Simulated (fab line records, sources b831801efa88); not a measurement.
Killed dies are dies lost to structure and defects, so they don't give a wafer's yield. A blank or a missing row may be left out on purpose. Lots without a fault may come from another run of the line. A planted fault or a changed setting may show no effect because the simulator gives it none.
A struck lot beside a sound one | flow sky130 | 44 steps out of a route of 708
Sound: wafers L751.1, L751.5, L751.6. Struck: wafers L760.1, L760.2, L760.4. The cause comes at the end.
At each step with rows: each side's tool, then ch and its chambers, then its first start. Under that, the readings that differ: sound wafers | struck wafers | difference of the means | sigmas: that difference in standard deviations of wafers without a fault.
alike: readings whose means differ by less than 2 such deviations, and words and numbers that are the same on both sides. not compared: withheld readings, readings that some wafer has no value for, bounds like >300 that may hide the same value, and numbers for which the record gives no deviation and whose values overlap.
The two part at a step that has a row with sigmas, a row that says differs or no value, or rows on one side only. Numbers that don't overlap but have no deviation are shown without sigmas and don't part them. A reading that every wafer of one side lacks parts them only if that side has two wafers or more.

first, 3 steps without rows for these wafers: SKY_VIA1_STRIP_17 (strips in post etch residue remover, time 1200 s); SKY_VIA1_CLEAN_18 (cleans in IPA, time 180 s); SKY_VIA1_CLEAN_19 (cleans in O3/DIW).
SKY_VIA1_SPUTTER_20: material TiN, target thk 20 nm, time 80 s.
  sound on pvd_sputter-04, day 36 13:49; struck on pvd_sputter-02, day 39 15:11
  alike: throttle_valve_pct
then, 1 step without rows for these wafers: SKY_VIA1_CVD_21 (deposits W, target thk 270 nm, time 80.902 s).
SKY_VIA1_RS_MEAS_22: measures by four-point-probe.
  sound on film_metro-04, day 36 13:58; struck on film_metro-01, day 39 15:20
  alike: VIA1_W_RS
SKY_VIA1_THK_MEAS_23: measures by xrf.
  sound on film_metro-04, day 36 14:05; struck on film_metro-01, day 39 15:28
  alike: VIA1_W_THK
then, 1 step without rows for these wafers: SKY_VIA1_CMP_24 (polishes, stops on SiO2, t overpolish 15 s, target thk 0 nm).
SKY_METAL2_SPUTTER_00: material Ti, target thk 15 nm, time 10 s.
  sound on pvd_sputter-03, day 36 14:27; struck on pvd_sputter-03, day 39 15:49
  alike: throttle_valve_pct
then, 1 step without rows for these wafers: SKY_METAL2_SPUTTER_01 (material TiN, target thk 20 nm, time 16.7 s).
SKY_METAL2_SPUTTER_02: material AlCu, target thk 250 nm, time 13.3 s.
  sound on pvd_sputter-03, day 36 14:29; struck on pvd_sputter-03, day 39 15:52
  alike: throttle_valve_pct
then, 1 step without rows for these wafers: SKY_METAL2_SPUTTER_03 (material Ti, target thk 5 nm, time 3.3 s).
SKY_METAL2_SPUTTER_04: material TiN, target thk 70 nm, time 58.3 s.
  sound on pvd_sputter-03, day 36 14:32; struck on pvd_sputter-03, day 39 15:55
  reading                                    | sound             | struck            | difference | sigmas
  model.TiN_of_METAL2_SPUTTER_04.thk_nm (nm) | 68.65 69.34 69.99 | 78.63 78.64 78.85 | +9.38      |
  alike: throttle_valve_pct
SKY_METAL2_RS_MEAS_05: measures by four-point-probe.
  sound on film_metro-04, day 36 14:38; struck on film_metro-03, day 39 15:58
  alike: METAL2_ALCU_RS
SKY_METAL2_THK_MEAS_06: measures by xrf.
  sound on film_metro-04, day 36 14:45; struck on film_metro-03, day 39 16:05
  reading              | sound             | struck            | difference | sigmas
  METAL2_ALCU_THK (nm) | 256.0 254.8 252.2 | 244.7 246.3 243.3 | -9.6       | -4
then, 8 steps without rows for these wafers: SKY_METAL2_DEHYDRATE_07 (time 60 s); SKY_METAL2_HMDS_08 (prime time 60 s); SKY_METAL2_COAT_09 (resist thk 60 nm); SKY_METAL2_COAT_10 (resist thk 450 nm); SKY_METAL2_SOFTBAKE_11 (time 90 s); SKY_METAL2_EXPOSE_12 (exposes mask MM2, target cd 140 nm); SKY_METAL2_PEB_13; SKY_METAL2_DEVELOP_14 (develop time 58.7 s).
SKY_METAL2_CD_MEAS_15: target cd 140 nm.
  sound on cd_sem-02, day 37 16:22; struck on cd_sem-01, day 40 15:31
  alike: cd_nm
SKY_METAL2_OVL_MEAS_16:
  sound on overlay-02, day 37 16:29; struck on overlay-01, day 40 15:38
  alike: METAL2_OVL
then, 2 steps without rows for these wafers: SKY_METAL2_DESCUM_17 (chemistry O2, time 8 s); SKY_METAL2_ETCH_18 (etches BARC in N2/H2, stops on SiO2, time 45.9 s, target depth 60 nm).
SKY_METAL2_METAL_ETCH_19: etches the open film in Cl2/BCl3, stops on SiO2, target depth 360 nm, time 78 s.
  sound on rie_metal-04 ch 0,1, day 37 16:37; struck on rie_metal-01 ch 0, day 40 15:52
  reading               | sound             | struck            | difference | sigmas
  mfc_cl2_sccm (sccm)   | 59.87 60.11 60.08 | 60.58 60.38 60.42 | +0.44      | +2
  oes_product_au (a.u.) | 0.852 0.858 0.854 | 0.863 0.874 0.869 | +0.014     | +3
  alike: drypump_motor_current_A, he_backside_leak_sccm, throttle_valve_pct
  not compared: rf_hours_counter_h
then, 5 steps without rows for these wafers: SKY_METAL2_STRIP_20 (strips in O2/N2); SKY_METAL2_STRIP_21 (strips in post etch residue remover, time 1200 s); SKY_METAL2_CLEAN_22 (cleans in IPA, time 180 s); SKY_METAL2_CLEAN_23 (cleans in O3/DIW); SKY_VIA2_HDPCVD_00 (deposits SiO2, target thk 1180 nm, time 196.7 s).
SKY_VIA2_THK_MEAS_01:
  sound on film_metro-02, day 37 17:30; struck on film_metro-02, day 40 16:46
  alike: VIA2_HDPCVD_THK
SKY_VIA2_CMP_02: polishes SiO2.
  sound on cmp-01 ch 0,1, day 37 17:34; struck on cmp-01 ch 1,2,3, day 40 16:49
  alike: motor_current_A, retaining_ring_pressure_frac
SKY_VIA2_BOW_MEAS_03:
  sound on film_metro-03, day 37 17:52; struck on film_metro-03, day 40 17:07
  alike: VIA2_BOW
then, 6 steps without rows for these wafers: SKY_VIA2_DEHYDRATE_04 (time 60 s); SKY_VIA2_HMDS_05 (prime time 60 s); SKY_VIA2_COAT_06 (resist thk 60 nm); SKY_VIA2_COAT_07 (resist thk 450 nm); SKY_VIA2_SOFTBAKE_08 (time 90 s); SKY_VIA2_EXPOSE_09 (exposes mask VIM2, target cd 200 nm).
SKY_VIA2_ETCH_15: etches SiO2 in C4F8/O2/Ar, stops on TiN, target depth 546 nm, time 84 s.
  sound on rie_diel-03 ch 0,1, day 38 19:38; struck on rie_diel-03 ch 2,3, day 41 16:37
  reading                                    | sound             | struck            | difference | sigmas
  model.TiN_of_METAL2_SPUTTER_04.thk_nm (nm) | 68.04 68.72 69.37 | 78.01 78.02 78.23 | +9.38      |
  alike: oes_product_au
  not compared: rf_hours_counter_h
-- the record jumps here: 8 days lie between the struck wafers' starts before and after (it left off in module VIA2 and takes up again in module PAD_OPEN, whose first step shown is number 708 of the route) --
SKY_PAD_OPEN_PROBE_99:
  sound on prober-02, day 47 18:24; struck on prober-02, day 49 23:50
  alike: defect_limited_yield, killed_at_M0_to_M3, killed_at_M4_up, killed_at_contacts, killed_at_front_end, killed_at_other, killed_dies, killed_open, killed_short, sort_bin_3_pad_short, sort_bin_5_function, sort_bin_6_memory, sort_n_pass, sort_yield_pct

WHERE THEY PART
First at SKY_METAL2_THK_MEAS_06; last, within this record, at SKY_METAL2_METAL_ETCH_19. Later steps at which nothing parts them and some readings are alike: SKY_VIA2_THK_MEAS_01, SKY_VIA2_CMP_02, SKY_VIA2_BOW_MEAS_03, SKY_VIA2_ETCH_15, SKY_PAD_OPEN_PROBE_99.

WHY: what the simulator had put in
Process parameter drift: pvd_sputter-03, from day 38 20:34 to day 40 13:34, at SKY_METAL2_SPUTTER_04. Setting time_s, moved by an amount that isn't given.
